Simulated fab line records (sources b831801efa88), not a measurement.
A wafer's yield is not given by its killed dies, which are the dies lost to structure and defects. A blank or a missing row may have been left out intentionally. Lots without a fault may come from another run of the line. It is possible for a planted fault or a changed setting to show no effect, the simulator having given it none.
Which tool did it? | flow sky130 | 13 lots, 39 wafers sampled, at 5 steps of a route of 708

== WHAT THE GAUGES SHOWED, per wafer ==
SKY_SONOS_TUNNEL_TW_MEAS_12.
lot  | measured     | on           | SONOS_TUNNEL_TW
L939 | day 11 05:47 | filmMetro-02 | 200.0 199.6 200.4
L942 | day 12 11:33 | filmMetro-02 | 199.3 199.6 200.0
L944 | day 13 03:32 | filmMetro-03 | 197.5 196.5 196.6
L945 | day 13 12:41 | filmMetro-02 | 199.1 200.6 199.7
L949 | day 14 15:11 | filmMetro-03 | 194.4 195.7 195.0
L950 | day 15 04:46 | filmMetro-04 | 201.4 200.9 200.0
L951 | day 15 11:04 | filmMetro-03 | 196.6 195.9 195.5
L954 | day 16 08:02 | filmMetro-03 | 196.4 196.0 195.3
L955 | day 16 13:43 | filmMetro-04 | 198.7 199.9 198.8
L956 | day 17 02:08 | filmMetro-03 | 197.7 196.5 196.1
L957 | day 17 13:58 | filmMetro-04 | 199.7 199.9 200.1
L958 | day 17 17:35 | filmMetro-03 | 197.0 196.2 197.0
L960 | day 18 11:29 | filmMetro-02 | 198.5 198.1 198.3

SKY_SONOS_ONO_OVL_MEAS_14.
lot  | measured     | on         | SONOS_ONO_OVL (nm)
L939 | day 12 15:17 | overlay-02 | 0.3 -1.0 -0.4
L942 | day 14 00:17 | overlay-01 | 2.1 0.7 1.4
L944 | day 14 12:39 | overlay-02 | 1.3 0.8 0.5
L945 | day 15 03:58 | overlay-01 | -0.6 0.2 1.9
L949 | day 16 01:17 | overlay-02 | -0.8 -0.4 0.5
L950 | day 16 13:59 | overlay-02 | -1.9 0.4 0.2
L951 | day 16 21:06 | overlay-02 | 0.5 -1.8 -2.2
L954 | day 17 17:55 | overlay-01 | -0.6 -0.3 0.0
L955 | day 17 22:29 | overlay-01 | -0.6 0.8 0.8
L956 | day 18 12:37 | overlay-02 | -1.0 -0.1 -0.2
L957 | day 19 01:04 | overlay-01 | 0.2 1.3 0.1
L958 | day 19 06:04 | overlay-01 | -3.5 -1.3 -1.2
L960 | day 19 22:45 | overlay-02 | -0.3 0.2 -0.3

SKY_LDD_P_CD_MEAS_07 targets a cd of 380 nm.
lot  | measured     | on       | cdNm (nm)
L939 | day 19 09:48 | cdSem-01 | 376.7 376.9 380.6
L942 | day 20 19:09 | cdSem-01 | 378.4 378.5 380.0
L944 | day 21 01:37 | cdSem-01 | 381.3 383.6 380.9
L945 | day 21 20:40 | cdSem-01 | 378.7 378.5 377.9
L949 | day 22 23:28 | cdSem-02 | 380.1 379.1 381.1
L950 | day 23 10:31 | cdSem-02 | 382.3 379.5 381.6
L951 | day 23 15:24 | cdSem-01 | 381.0 381.4 379.7
L954 | day 24 14:27 | cdSem-02 | 389.5 390.9 391.6
L955 | day 24 18:23 | cdSem-01 | 379.3 381.2 379.2
L956 | day 25 07:39 | cdSem-01 | 378.2 380.3 377.8
L957 | day 25 18:32 | cdSem-01 | 390.4 388.7 390.5
L958 | day 26 00:23 | cdSem-02 | 393.5 394.8 394.3
L960 | day 26 14:21 | cdSem-01 | 382.3 379.9 381.1

== WHICH TOOL RAN EACH LOT (tool, then ch and the chambers of the sampled wafers, then the start) ==
lot  | SKY_GATE_OXIDE_STRIP_13             | SKY_LDD_P_DEVELOP_06
L939 | plasmaAsher-03 ch 0,1, day 14 01:43 | lithoTrack-01 ch 0, day 19 09:39
L942 | plasmaAsher-01 ch 0,1, day 15 08:59 | lithoTrack-04 ch 0, day 20 19:01
L944 | plasmaAsher-03 ch 0,1, day 15 17:40 | lithoTrack-01 ch 0, day 21 01:28
L945 | plasmaAsher-01 ch 0,1, day 16 10:57 | lithoTrack-01 ch 0, day 21 20:31
L949 | plasmaAsher-03 ch 0,1, day 17 11:13 | lithoTrack-04 ch 0, day 22 23:20
L950 | plasmaAsher-01 ch 0,1, day 17 21:08 | lithoTrack-04 ch 0, day 23 10:23
L951 | plasmaAsher-03 ch 0, day 18 04:40   | lithoTrack-01 ch 0, day 23 15:15
L954 | plasmaAsher-01 ch 1, day 19 03:24   | lithoTrack-04 ch 0, day 24 14:19
L955 | plasmaAsher-04 ch 0,1, day 19 08:39 | lithoTrack-01 ch 0, day 24 18:15
L956 | plasmaAsher-04 ch 0,1, day 19 22:33 | lithoTrack-01 ch 0, day 25 07:30
L957 | plasmaAsher-01 ch 0,1, day 20 10:13 | lithoTrack-04 ch 0, day 25 18:25
L958 | plasmaAsher-01 ch 0,1, day 20 15:33 | lithoTrack-04 ch 0, day 26 00:14
L960 | plasmaAsher-01 ch 0,1, day 21 08:35 | lithoTrack-01 ch 0, day 26 14:12
- SKY_GATE_OXIDE_STRIP_13: strips in O2/N2.
- SKY_LDD_P_DEVELOP_06: develop time 60 s.

== AS READ BY THE TOOLS THEMSELVES (means over the sampled wafers that have a number; for cases with no such wafer, the mark the record gives instead) ==
SKY_GATE_OXIDE_STRIP_13.
lot  | tool           | drypumpMotorCurrentA (A) | oesProductAu (a.u.) | stripTimeToEndpointS (s)
L939 | plasmaAsher-03 | 5.6                      | 0.717               | 14.16
L942 | plasmaAsher-01 | 5.1                      | 0.715               | 14.21
L944 | plasmaAsher-03 | 5.6                      | 0.715               | 14.22
L945 | plasmaAsher-01 | 5.1                      | 0.713               | 14.25
L949 | plasmaAsher-03 | 5.9                      | 0.713               | 14.19
L950 | plasmaAsher-01 | 5.0                      | 0.723               | 14.19
L951 | plasmaAsher-03 | 6.2                      | 0.718               | 14.15
L954 | plasmaAsher-01 | 5.2                      | 0.709               | 14.14
L955 | plasmaAsher-04 | 6.2                      | 0.717               | 14.17
L956 | plasmaAsher-04 | 5.6                      | 0.717               | 14.15
L957 | plasmaAsher-01 | 5.0                      | 0.716               | 14.14
L958 | plasmaAsher-01 | 4.9                      | 0.711               | 14.22
L960 | plasmaAsher-01 | 4.9                      | 0.717               | 14.14

== THE ANSWER, worked out from the rows above alone ==
Rule: usual is defined by the lots themselves. The widest of any qualifying gaps counts: lots, ordered by their means at a reading, are off when they make up no more than a third of the lots, leave a main group of 4 or more, and stand apart from it by 3 or more times the standard deviation of that group's means. A main group is skipped when, at the precision printed for the reading in the tables above, its means are all equal. A lot without any number at a reading at which 4 lots or more have one is off too. All remaining lots with rows at the step are treated as sound. Order of review: gauges by route order, followed by the tools' own readings, for which a lot's mean as printed above is used. The first step at which some lot is off is used, and at that step the reading that is off furthest; a lot without a number counts as furthest.
Off: L954, L957, L958, at SKY_LDD_P_CD_MEAS_07 (cdNm). The main group: mean 379.9 nm, standard deviation 1.3.
A tool fits if, at a process step before that reading, it ran every lot that is off, and no sound lot after the first of them. Gauges at SKY_LDD_P_CD_MEAS_07: tried the same way as those tools. One fits: SKY_LDD_P_DEVELOP_06 on lithoTrack-04. Its last sound lot is L950 (day 23 10:23), its first lot that is off L954 (day 24 14:19): a fault that began between those two fits.

== WHAT THE SIMULATOR HAD PUT IN ==
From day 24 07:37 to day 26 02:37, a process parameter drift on lithoTrack-04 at SKY_LDD_P_DEVELOP_06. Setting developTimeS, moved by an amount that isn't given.
Struck lots among those shown: L954, L957, L958. Same finding as the rule above.
